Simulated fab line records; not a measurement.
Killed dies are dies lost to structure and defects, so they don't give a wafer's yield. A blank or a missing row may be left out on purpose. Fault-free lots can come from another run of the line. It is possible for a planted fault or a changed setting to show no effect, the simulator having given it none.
Problem report in the 8D (eight disciplines) form, filled by code ; flow gf180mcu ; the parts of the form that need people (team, actions taken, sign-off) are left out

1. PROBLEM STATEMENT
Wafers free of any fault read 42.0 nm (standard deviation 0.53) for MIM_CVD_05_THK at GF_MIM_THK_MEAS_06, against a mean of 39.2 nm on 2 wafers of 2 lots. Relative to the usual mean, that is a shift of -5.2 standard deviations.
Seen first at day 29 07:34 on film-metro-01, wafer L884.4. At this step, 36 wafers from 12 lots have a number in the record. Rule for "out", or "out of limits": more than 4 standard deviations from the usual mean. The rest of the wafers with a number are treated as sound.

2. WHAT IT IS AND WHAT IT IS NOT
question;is;is not
which readings at this step;MIM_CVD_05_THK;-
which lots;L884, L887;L869, L870, L871, L872, L873, L874, L878, L888, L889, L892
which wafers of those lots;L884.4, L887.2;L884.2, L884.5, L887.3, L887.6
read on which gauges;film-metro-01;film-metro-02, film-metro-03
when;from day 29 07:34;"up to then (23 sound wafers); but 11 sound wafers of L887, L888, L889, L892 came after"

3. THE SUSPECTS, EACH WITH WHAT RULES IT OUT
Counting: a tool at a process step up to the reading stays a suspect if it ran every lot that is out. Sound lots after the first of them don't rule it out here, since some wafers of a struck lot are sound.
- the gauge at GF_MIM_THK_MEAS_06: kept. All the wafers that are out were read on film-metro-01, and no step on other tools shows them out.
- pecvd-01 at GF_MIM_CVD_05 (deposits Si3N4, target thk 42 nm, time 29.086 s): kept. It processed each lot that is out (first: L884, day 29 07:31); up to then, its last sound lot is L874 (day 26 07:22).
- In pecvd-01 at GF_MIM_CVD_05, the wafers that are out were processed in chamber 2 and their sound lot-mates in chambers 0, 1.
Remaining after the count are pecvd-01 at GF_MIM_CVD_05 and film-metro-01 at GF_MIM_THK_MEAS_06.

4. THE CAUSE (what the simulator had put in)
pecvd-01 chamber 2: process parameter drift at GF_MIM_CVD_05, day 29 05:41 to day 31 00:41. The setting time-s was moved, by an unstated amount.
This tool is one of the 2 suspects left after counting.

5. THE CHAIN OF EFFECTS, in route order
Rows list readings where the struck wafers' mean (over those with a number) sits beyond 3 standard deviations from the usual. Readings are gone through only where the record gives a usual standard deviation; hours: the median, over the lots, of the time from a lot's start at the first step in this table giving one to that lot's start at this step; sigmas: the change measured in usual standard deviations.
hours;step;reading;usual;on struck wafers;change;sigmas
0;GF_MIM_CVD_05;run-length-s;56.8 s;54.7;-2.1;-3.4
0;GF_MIM_THK_MEAS_06;MIM_CVD_05_THK;42.0 nm;39.2;-2.8;-5.2
Process steps it contains:
- GF_MIM_CVD_05: deposits Si3N4, target thk 42 nm, time 29.086 s.

6. HOW IT WOULD HAVE BEEN CAUGHT EARLIER
2 hours passed between the start of the fault at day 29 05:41 and the first reading out of limits at a measuring or inspecting step in this record, taken at day 29 07:34.
No tool reading at GF_MIM_CVD_05 that has a usual standard deviation in the record was out on any struck wafer, so an alarm limit of 4 standard deviations on those readings would not have fired.
L887, from the lots that are out (2), started GF_MIM_CVD_05 on pecvd-01 later than day 29 07:34. Putting the tool on hold at that point would have spared it.
